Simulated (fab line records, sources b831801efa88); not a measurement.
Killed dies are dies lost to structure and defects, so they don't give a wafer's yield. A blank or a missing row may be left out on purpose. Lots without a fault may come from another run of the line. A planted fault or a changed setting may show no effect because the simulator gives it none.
A struck lot beside a sound one | flow sky130 | 16 steps out of a route of 708
Sound: wafers L383.1, L383.2, L383.4. Struck: wafer L388.4. (L388.3 of the same lot was not struck and is left out.) The cause comes at the end.
At each step with rows: each side's tool, then ch and its chambers, then its first start. Under that, the readings that differ: sound wafers | struck wafers | difference of the means | sigmas: that difference in standard deviations of wafers without a fault.
alike: readings whose means differ by less than 2 such deviations, and words and numbers that are the same on both sides. not compared: withheld readings, readings that some wafer has no value for, bounds like >300 that may hide the same value, and numbers for which the record gives no deviation and whose values overlap.
The two part at a step that has a row with sigmas, a row that says differs or no value, or rows on one side only. Numbers that don't overlap but have no deviation are shown without sigmas and don't part them. A reading that every wafer of one side lacks parts them only if that side has two wafers or more.

first, 2 steps without rows for these wafers: SKY_VT_ADJUST_PCH_PEB_05; SKY_VT_ADJUST_PCH_DEVELOP_06 (develop time 60 s).
SKY_VT_ADJUST_PCH_OVL_MEAS_07:
  sound on overlay-02, day 10 16:28; struck on overlay-02, day 12 05:36
  alike: VT_ADJUST_PCH_OVL
then, 1 step without rows for these wafers: SKY_VT_ADJUST_PCH_IMPLANT_08.
SKY_VT_ADJUST_PCH_STRIP_09: strips in O2/N2.
  sound on plasma_asher-02 ch 0,1, day 10 16:39; struck on plasma_asher-01 ch 0, day 12 05:48
  reading                      | sound             | struck | difference | sigmas
  strip_time_to_endpoint_s (s) | 36.78 36.77 36.85 | 37.09  | +0.29      | +3
  alike: chamber_pressure_mTorr, drypump_motor_current_A, o2_flow_sccm, oes_product_au
  not compared: rf_hours_counter_h
SKY_VT_ADJUST_PCH_TW_MEAS_10:
  sound on film_metro-03, day 10 16:45; struck on film_metro-02, day 12 05:53
  alike: VT_ADJUST_PCH_TW
then, 6 steps without rows for these wafers: SKY_SONOS_TUNNEL_DEHYDRATE_00 (time 60 s); SKY_SONOS_TUNNEL_HMDS_01 (prime time 60 s); SKY_SONOS_TUNNEL_COAT_02 (resist thk 1140 nm); SKY_SONOS_TUNNEL_SOFTBAKE_03 (time 60 s); SKY_SONOS_TUNNEL_EXPOSE_04 (exposes mask TUNM, target cd 410 nm); SKY_SONOS_TUNNEL_PEB_05.
SKY_SONOS_TUNNEL_DEVELOP_06: develop time 60 s.
  sound on litho_track-02 ch 0, day 11 15:11; struck on litho_track-04 ch 0, day 13 06:58
SKY_SONOS_TUNNEL_CD_MEAS_07: target cd 410 nm.
  sound on cd_sem-02, day 11 15:20; struck on cd_sem-01, day 13 07:07
  reading    | sound             | struck | difference | sigmas
  cd_nm (nm) | 411.7 411.6 412.3 | 387.9  | -24.0      | -9
SKY_SONOS_TUNNEL_OVL_MEAS_08:
  sound on overlay-01, day 11 15:28; struck on overlay-02, day 13 07:13
  alike: SONOS_TUNNEL_OVL
then, 1 step without rows for these wafers: SKY_PAD_OPEN_PROBE_99.

WHERE THEY PART
First at SKY_VT_ADJUST_PCH_STRIP_09; last, within this record, at SKY_SONOS_TUNNEL_CD_MEAS_07. Later steps at which nothing parts them and some readings are alike: SKY_SONOS_TUNNEL_OVL_MEAS_08.

WHY: what the simulator had put in
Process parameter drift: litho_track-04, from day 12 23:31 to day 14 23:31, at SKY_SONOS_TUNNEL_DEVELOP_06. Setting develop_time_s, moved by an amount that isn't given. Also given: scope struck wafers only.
